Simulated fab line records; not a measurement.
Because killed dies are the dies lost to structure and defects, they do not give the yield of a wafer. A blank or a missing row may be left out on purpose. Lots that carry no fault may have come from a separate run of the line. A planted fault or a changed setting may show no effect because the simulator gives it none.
fab line records	flow gf180mcu
record: lots: 15	wafers: 45	last_day: 34
route steps=602 shown M2@368 V2@396 M3@410
lots that met no fault: from a run of the same line without faults
start_h: start of the lot's first displayed wafer, in hours after the record's first day	wait_h: hours elapsed since this lot's preceding step	" identical to the entry in the row above	L1.1+2: one row covering several wafers at once	- either no value or no given start	* or withheld: withheld	< > ~ a bound
route shown NAME@n: NAME is a module with steps in the file, n the number in the route of the first one	usual: mean/standard deviation of fault-free wafers	same: alike in all rows	chamber/n: place in a boat	sites: readings site by site	_std_site: the standard deviation of these	_edge_site: outer sites' mean less inner sites'	radius_mm: how far each site lies from the wafer's centre	mask NAME#n: copy n	behind: the most recent tool/chamber to have shaped the wafer	hold: why the lot went on hold/how many hours it stayed there/how the hold came to an end	device: whichever transistor did not switch (one of n, p or np)	end of line: the route-end tests of the same wafers	a step given without rows: its recipe and nothing more	killed: dies lost to structure and defects at the first sort, not the wafer's yield	map: dies across one wafer; x = killed, . = not, _ = none there
set.NAME: the setting as run; set.NAME@STEP: as run at that earlier step	model.NAME: the simulator's own value behind a step, which no gauge read
route steps across a sampled set of lots; one table per step, one row per wafer
services: the hour from which a tool's chamber was out of use, counted from the record's first day as start_h (under 0 if before that day), plus the number of hours and why
== steps ==
step: GF_M2_THK_MEAS_06
recipe: thk_meas_gauge: xrf	reads: AlCu_of_M2_SPUTTER_02
usual: M2_ALCU_THK: 457/5.7
lot.wafer	tool	chamber	start_h	wait_h	M2_ALCU_THK[nm]
L152.2	film_metro-03	-	425.26	0.1	444
L152.3	"	-	"	"	447
L152.5	"	-	"	"	444
L156.2	film_metro-03	-	462.10	0.1	463
L156.4	"	-	"	"	468
L156.6	"	-	"	"	457
L157.1	film_metro-02	-	465.58	0.1	459
L157.3	"	-	"	"	458
L157.4	"	-	"	"	466
L160.1	film_metro-03	-	495.73	0.1	465
L160.3	"	-	"	"	468
L160.4	"	-	"	"	470
L161.1	film_metro-04	-	500.77	0.1	460
L161.4	"	-	"	"	457
L161.5	"	-	"	"	455
L162.1	film_metro-04	-	523.64	0.1	450
L162.3	"	-	"	"	457
L162.4	"	-	"	"	448
L163.2	film_metro-04	-	526.64	0.1	462
L163.5	"	-	"	"	457
L163.6	"	-	"	"	465
L168.3	film_metro-02	-	561.40	0.1	451
L168.4	"	-	"	"	456
L168.5	"	-	"	"	448
L169.3	film_metro-02	-	579.77	0.1	460
L169.4	"	-	"	"	460
L169.6	"	-	"	"	461
L170.3	film_metro-03	-	582.53	0.1	455
L170.5	"	-	"	"	463
L170.6	"	-	"	"	460
L171.2	film_metro-04	-	583.40	0.1	468
L171.5	"	-	"	"	466
L171.6	"	-	"	"	465
L172.1	film_metro-04	-	589.08	0.1	466
L172.4	"	-	"	"	462
L172.5	"	-	"	"	464
L173.4	film_metro-04	-	596.27	0.1	453
L173.5	"	-	"	"	452
L173.6	"	-	"	"	456
L174.1	film_metro-03	-	604.51	0.1	447
L174.3	"	-	"	"	456
L174.6	"	-	"	"	450
L175.1	film_metro-02	-	606.82	0.1	454
L175.2	"	-	"	"	457
L175.3	"	-	"	"	447
step: GF_V2_CD_MEAS_14
recipe: target_cd_nm: 260
usual: cd_nm: 260.8/1.5
lot.wafer	tool	chamber	start_h	wait_h	cd_nm
L152.2	cd_sem-02	-	476.44	0.1	260.1
L152.3	"	-	"	"	260.8
L152.5	"	-	"	"	259.3
L156.2	cd_sem-02	-	511.86	0.1	260.3
L156.4	"	-	"	"	260.0
L156.6	"	-	"	"	260.4
L157.1	cd_sem-02	-	514.24	0.1	263.8
L157.3	"	-	"	"	263.0
L157.4	"	-	"	"	262.7
L160.1	cd_sem-01	-	543.52	0.1	261.5
L160.3	"	-	"	"	261.0
L160.4	"	-	"	"	262.1
L161.1	cd_sem-01	-	548.99	0.1	257.4
L161.4	"	-	"	"	257.7
L161.5	"	-	"	"	257.3
L162.1	cd_sem-01	-	577.69	0.1	261.0
L162.3	"	-	"	"	260.1
L162.4	"	-	"	"	262.8
L163.2	cd_sem-01	-	577.83	0.1	262.9
L163.5	"	-	"	"	262.4
L163.6	"	-	"	"	262.9
L168.3	cd_sem-01	-	605.93	0.1	258.9
L168.4	"	-	"	"	259.3
L168.5	"	-	"	"	260.1
L169.3	cd_sem-02	-	622.38	0.1	261.0
L169.4	"	-	"	"	260.3
L169.6	"	-	"	"	261.4
L170.3	cd_sem-02	-	626.56	0.1	260.7
L170.5	"	-	"	"	261.6
L170.6	"	-	"	"	261.1
L171.2	cd_sem-01	-	626.96	0.1	262.1
L171.5	"	-	"	"	261.4
L171.6	"	-	"	"	262.8
L172.1	cd_sem-01	-	632.69	0.1	261.9
L172.4	"	-	"	"	261.2
L172.5	"	-	"	"	262.0
L173.4	cd_sem-01	-	639.35	0.1	260.5
L173.5	"	-	"	"	260.0
L173.6	"	-	"	"	260.8
L174.1	cd_sem-02	-	646.72	0.1	261.2
L174.3	"	-	"	"	260.1
L174.6	"	-	"	"	259.8
L175.1	cd_sem-02	-	648.39	0.1	258.8
L175.2	"	-	"	"	258.1
L175.3	"	-	"	"	258.5
step: GF_V2_CVD_23
recipe: material: W	target_thk_nm: 350	time_s: 104.94	temp_c: 400	pressure_torr: 40
usual: chamber_pressure_Torr: 40.00/0.076	heater_power_outer_w: 550/78	heater_power_w: 897/120
lot.wafer	tool	chamber	start_h	wait_h	chamber_pressure_Torr	heater_power_outer_w	heater_power_w
L152.2	cvd_w-02	1	477.37	0.0	39.93	578	918
L152.3	"	1	"	"	39.88	607	936
L152.5	"	1	"	"	39.87	583	927
L156.2	cvd_w-02	1	512.76	0.0	39.98	592	938
L156.4	"	1	"	"	40.00	586	953
L156.6	"	0	"	"	39.94	501	820
L157.1	cvd_w-01	1	515.16	0.0	40.03	675	1082
L157.3	"	0	"	"	40.03	448	744
L157.4	"	1	"	"	39.97	628	1110
L160.1	cvd_w-01	1	544.44	0.0	40.14	643	1079
L160.3	"	0	"	"	40.10	439	752
L160.4	"	1	"	"	40.04	664	1070
L161.1	cvd_w-01	0	549.90	0.0	-	-	-
L161.4	"	1	"	"	-	-	-
L161.5	"	1	"	"	-	-	-
L162.1	cvd_w-02	0	578.64	0.0	-	-	-
L162.3	"	1	"	"	-	-	-
L162.4	"	0	"	"	-	-	-
L163.2	cvd_w-01	0	578.83	0.0	-	-	-
L163.5	"	1	"	"	-	-	-
L163.6	"	0	"	"	-	-	-
L168.3	cvd_w-02	1	606.84	0.1	40.03	606	940
L168.4	"	0	"	"	39.99	509	839
L168.5	"	0	"	"	40.03	499	832
L169.3	cvd_w-02	1	623.29	0.1	39.90	583	942
L169.4	"	0	"	"	40.08	509	817
L169.6	"	0	"	"	40.05	513	827
L170.3	cvd_w-02	1	627.47	0.1	40.00	581	929
L170.5	"	0	"	"	40.12	508	819
L170.6	"	1	"	"	40.08	602	931
L171.2	cvd_w-01	1	627.85	0.0	40.04	658	1089
L171.5	"	1	"	"	40.02	657	1108
L171.6	"	0	"	"	39.87	449	728
L172.1	cvd_w-02	0	633.60	0.0	40.04	489	806
L172.4	"	1	"	"	40.13	604	947
L172.5	"	0	"	"	40.06	517	845
L173.4	cvd_w-02	1	640.33	0.1	39.98	602	932
L173.5	"	0	"	"	40.02	521	834
L173.6	"	1	"	"	40.10	599	924
L174.1	cvd_w-02	0	647.64	0.0	39.94	505	799
L174.3	"	0	"	"	39.90	513	841
L174.6	"	0	"	"	40.10	514	816
L175.1	cvd_w-01	1	649.30	0.0	40.01	649	1089
L175.2	"	0	"	"	40.07	448	732
L175.3	"	1	"	"	40.06	659	1088
step: GF_V2_RS_MEAS_24
recipe: thk_meas_gauge: four-point-probe	reads: W_of_V2_CVD_23+TiN_of_V2_SPUTTER_22+Ti_of_V2_SPUTTER_21
usual: V2_W_RS: 0.328/0.0051
lot.wafer	tool	chamber	start_h	wait_h	V2_W_RS[ohm/sq]
L152.2	film_metro-02	-	477.50	0.1	0.326
L152.3	"	-	"	"	0.325
L152.5	"	-	"	"	0.328
L156.2	film_metro-01	-	512.89	0.1	0.324
L156.4	"	-	"	"	0.327
L156.6	"	-	"	"	0.325
L157.1	film_metro-01	-	515.27	0.1	0.319
L157.3	"	-	"	"	0.331
L157.4	"	-	"	"	0.322
L160.1	film_metro-02	-	544.55	0.1	0.323
L160.3	"	-	"	"	0.334
L160.4	"	-	"	"	0.322
L161.1	film_metro-01	-	550.02	0.1	44.374
L161.4	"	-	"	"	43.246
L161.5	"	-	"	"	43.842
L162.1	film_metro-01	-	578.75	0.1	43.995
L162.3	"	-	"	"	44.439
L162.4	"	-	"	"	44.217
L163.2	film_metro-02	-	578.97	0.1	43.249
L163.5	"	-	"	"	44.346
L163.6	"	-	"	"	43.534
L168.3	film_metro-04	-	606.96	0.1	0.329
L168.4	"	-	"	"	0.330
L168.5	"	-	"	"	0.329
L169.3	film_metro-04	-	623.41	0.1	0.328
L169.4	"	-	"	"	0.321
L169.6	"	-	"	"	0.327
L170.3	film_metro-04	-	627.59	0.1	0.325
L170.5	"	-	"	"	0.322
L170.6	"	-	"	"	0.326
L171.2	film_metro-01	-	627.99	0.1	0.320
L171.5	"	-	"	"	0.323
L171.6	"	-	"	"	0.337
L172.1	film_metro-02	-	633.72	0.1	0.330
L172.4	"	-	"	"	0.332
L172.5	"	-	"	"	0.326
L173.4	film_metro-02	-	640.46	0.1	0.333
L173.5	"	-	"	"	0.328
L173.6	"	-	"	"	0.333
L174.1	film_metro-02	-	647.75	0.1	0.330
L174.3	"	-	"	"	0.327
L174.6	"	-	"	"	0.326
L175.1	film_metro-01	-	649.42	0.1	0.321
L175.2	"	-	"	"	0.336
L175.3	"	-	"	"	0.326
step: GF_V2_THK_MEAS_25
recipe: thk_meas_gauge: xrf	reads: W_of_V2_CVD_23
usual: V2_W_THK: 361/8.7
lot.wafer	tool	chamber	start_h	wait_h	V2_W_THK[nm]
L152.2	film_metro-02	-	477.61	0.1	360
L152.3	"	-	"	"	360
L152.5	"	-	"	"	356
L156.2	film_metro-01	-	513.00	0.1	370
L156.4	"	-	"	"	369
L156.6	"	-	"	"	369
L157.1	film_metro-01	-	515.39	0.1	376
L157.3	"	-	"	"	363
L157.4	"	-	"	"	371
L160.1	film_metro-02	-	544.67	0.1	361
L160.3	"	-	"	"	348
L160.4	"	-	"	"	363
L161.1	film_metro-01	-	550.14	0.1	<0
L161.4	"	-	"	"	-
L161.5	"	-	"	"	-
L162.1	film_metro-01	-	578.87	0.1	-
L162.3	"	-	"	"	-
L162.4	"	-	"	"	-
L163.2	film_metro-02	-	579.08	0.1	<0
L163.5	"	-	"	"	<0
L163.6	"	-	"	"	<0
L168.3	film_metro-04	-	607.06	0.1	353
L168.4	"	-	"	"	352
L168.5	"	-	"	"	355
L169.3	film_metro-04	-	623.51	0.1	356
L169.4	"	-	"	"	361
L169.6	"	-	"	"	356
L170.3	film_metro-04	-	627.69	0.1	359
L170.5	"	-	"	"	365
L170.6	"	-	"	"	357
L171.2	film_metro-01	-	628.10	0.1	375
L171.5	"	-	"	"	372
L171.6	"	-	"	"	358
L172.1	film_metro-02	-	633.84	0.1	360
L172.4	"	-	"	"	353
L172.5	"	-	"	"	362
L173.4	film_metro-02	-	640.55	0.1	352
L173.5	"	-	"	"	359
L173.6	"	-	"	"	355
L174.1	film_metro-02	-	647.87	0.1	357
L174.3	"	-	"	"	359
L174.6	"	-	"	"	362
L175.1	film_metro-01	-	649.54	0.1	374
L175.2	"	-	"	"	353
L175.3	"	-	"	"	369
step: GF_V2_CMP_26
recipe: stop_on: SiO2	down_force_psi: 3.5	platen_rpm: 60	t_overpolish_s: 15	target_thk_nm: 0	pad_velocity_m_s: 0.94248
usual: head_pressure_psi: 3.500/0.0073	motor_current_A: 10.7/0.83	time_to_endpoint_s: 84/4.1
lot.wafer	tool	chamber	start_h	wait_h	head_pressure_psi	motor_current_A	time_to_endpoint_s
L152.3	cmp-02	2	477.76	0.1	3.505	11.2	84
L152.2	"	3	"	"	3.497	10.6	83
L152.5	"	1	"	"	3.503	11.6	87
L156.2	cmp-02	2	513.18	0.2	3.499	9.8	88
L156.4	"	0	"	"	3.507	10.4	89
L156.6	"	3	"	"	3.495	11.0	86
L157.4	cmp-01	3	515.45	0.0	3.482	11.1	84
L157.3	"	1	"	"	3.496	10.3	82
L157.1	"	2	"	"	3.510	10.1	89
L160.4	cmp-02	1	544.73	0.0	3.493	12.0	89
L160.3	"	3	"	"	3.507	10.6	84
L160.1	"	0	"	"	3.495	10.1	90
L161.4	cmp-02	1	550.25	0.1	3.500	11.9	8
L161.1	"	3	"	"	3.512	10.9	6
L161.5	"	1	"	"	3.506	11.7	9
L162.1	cmp-02	3	579.19	0.3	3.495	10.9	2
L162.3	"	0	"	"	3.500	11.1	4
L162.4	"	1	"	"	3.500	11.7	4
L163.2	cmp-02	0	579.54	0.5	3.492	10.3	5
L163.5	"	3	"	"	3.492	10.4	0
L163.6	"	0	"	"	3.501	10.6	4
L168.4	cmp-02	0	607.20	0.1	3.507	11.3	88
L168.3	"	1	"	"	3.502	11.9	85
L168.5	"	3	"	"	3.499	10.9	84
L169.4	cmp-01	2	623.60	0.1	3.498	9.8	81
L169.3	"	3	"	"	3.513	10.6	78
L169.6	"	1	"	"	3.501	10.5	77
L170.3	cmp-01	0	627.88	0.2	3.493	9.0	78
L170.5	"	1	"	"	3.508	10.6	78
L170.6	"	2	"	"	3.488	9.8	81
L171.2	cmp-02	0	628.20	0.1	3.495	11.0	90
L171.5	"	3	"	"	3.501	10.5	85
L171.6	"	0	"	"	3.498	10.5	86
L172.1	cmp-02	1	633.95	0.1	3.495	12.3	84
L172.4	"	3	"	"	3.505	10.4	81
L172.5	"	0	"	"	3.509	11.5	88
L173.4	cmp-02	1	640.63	0.1	3.491	12.2	86
L173.6	"	0	"	"	3.517	11.2	87
L173.5	"	1	"	"	3.497	11.7	87
L174.3	cmp-02	3	647.93	0.0	3.503	10.5	86
L174.1	"	2	"	"	3.501	10.6	85
L174.6	"	0	"	"	3.495	10.8	89
L175.2	cmp-02	2	649.67	0.1	3.513	10.1	80
L175.1	"	3	"	"	3.506	10.7	84
L175.3	"	0	"	"	3.504	10.5	87
step: GF_M3_SPUTTER_01
recipe: material: TiN	target_thk_nm: 30	power_w: 6500	time_s: 25	chamber_pressure_pa: 0.4
usual: throttle_valve_pct: 30.2/0.89
lot.wafer	tool	chamber	start_h	wait_h	throttle_valve_pct
L152.2	pvd_sputter-02	-	478.06	0.1	28.6
L152.3	"	-	"	"	28.5
L152.5	"	-	"	"	29.9
L156.2	pvd_sputter-03	-	513.58	0.1	30.6
L156.4	"	-	"	"	31.1
L156.6	"	-	"	"	29.4
L157.1	pvd_sputter-01	-	515.85	0.1	30.9
L157.3	"	-	"	"	30.4
L157.4	"	-	"	"	30.5
L160.1	pvd_sputter-01	-	545.13	0.1	30.7
L160.3	"	-	"	"	30.9
L160.4	"	-	"	"	30.3
L168.3	pvd_sputter-01	-	607.50	0.1	29.5
L168.4	"	-	"	"	31.1
L168.5	"	-	"	"	30.6
L169.3	pvd_sputter-02	-	623.95	0.1	29.4
L169.4	"	-	"	"	28.6
L169.6	"	-	"	"	28.5
L170.3	pvd_sputter-02	-	628.13	0.1	29.8
L170.5	"	-	"	"	29.5
L170.6	"	-	"	"	28.4
L171.2	pvd_sputter-03	-	628.55	0.1	29.3
L171.5	"	-	"	"	30.9
L171.6	"	-	"	"	31.1
L172.1	pvd_sputter-02	-	634.30	0.1	28.3
L172.4	"	-	"	"	29.7
L172.5	"	-	"	"	28.7
L173.4	pvd_sputter-03	-	640.98	0.1	30.7
L173.5	"	-	"	"	31.0
L173.6	"	-	"	"	29.6
L174.1	pvd_sputter-03	-	648.33	0.1	30.9
L174.3	"	-	"	"	31.2
L174.6	"	-	"	"	31.2
L175.1	pvd_sputter-03	-	650.07	0.1	30.7
L175.2	"	-	"	"	31.5
L175.3	"	-	"	"	30.5
== services ==
tool	chamber	start_h	hours	kind
cmp-01	-	465.75	3.0	repair
cvd_w-01	1	482.98	12.7	repair
cmp-02	-	489.26	0.7	repair
cvd_w-01	-	489.77	6.0	pm
pvd_sputter-03	0	497.05	-	consumable_replace:kit
pvd_sputter-03	0	497.05	18.0	scheduled_down
pvd_sputter-03	0	497.05	18.0	vent_cycle
cmp-01	-	500.96	4.2	pm
cmp-01	-	505.15	8.2	pm
cmp-01	-	517.94	0.9	repair
cmp-02	-	540.49	2.1	repair
pvd_sputter-01	-	557.31	3.1	repair
cmp-02	-	561.63	1.5	repair
cvd_w-02	0	572.47	5.6	repair
cmp-01	-	577.27	4.0	pm
pvd_sputter-02	-	581.57	7.5	repair
pvd_sputter-01	-	588.58	15.1	repair
cvd_w-01	-	613.42	6.9	pm
cmp-01	-	616.12	0.6	repair
cmp-01	-	631.47	7.6	repair
cmp-02	-	638.69	0.8	repair
pvd_sputter-03	3	648.45	-	consumable_replace:kit
pvd_sputter-03	3	648.45	18.0	scheduled_down
cmp-02	-	649.97	3.5	pm
== key ==
first_sign: step: GF_V2_CVD_23	reading: tool_record	direction: missing
effect: step: GF_V2_RS_MEAS_24	reading: V2_W_RS	direction: up	sigmas: 99+	usual: 0.328	struck: 43.916
effect: step: GF_V2_THK_MEAS_25	reading: V2_W_THK	direction: missing
effect: step: GF_V2_CMP_26	reading: time_to_endpoint_s	direction: down	sigmas: 19	usual: *	struck: *
met_at GF_V2_CVD_23
struck_lots L161,L162,L163
later_rows_left_out L161.1,L161.4,L161.5,L162.1,L162.3,L162.4,L163.2,L163.5,L163.6
sort_left_out L161.1,L161.4,L161.5,L162.1,L162.3,L162.4,L163.2,L163.5,L163.6
not_acting_at GF_M2_THK_MEAS_06,GF_V2_CD_MEAS_14,GF_M3_SPUTTER_01
onset_between 544.44 549.90
fault: kind: skipped_step_whole	tool: cvd_w-01,cvd_w-02	chamber: -	onset_h: 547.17	steps: GF_V2_CVD_23	scope: struck_lots_only
sort_left_out: the simulated sort isn't trusted on such a fault, so these wafers' sort isn't shown, and their yield isn't known
later_rows_left_out: the simulator's readings of these wafers behind a module that went badly wrong aren't trusted and aren't shown, but for the sort
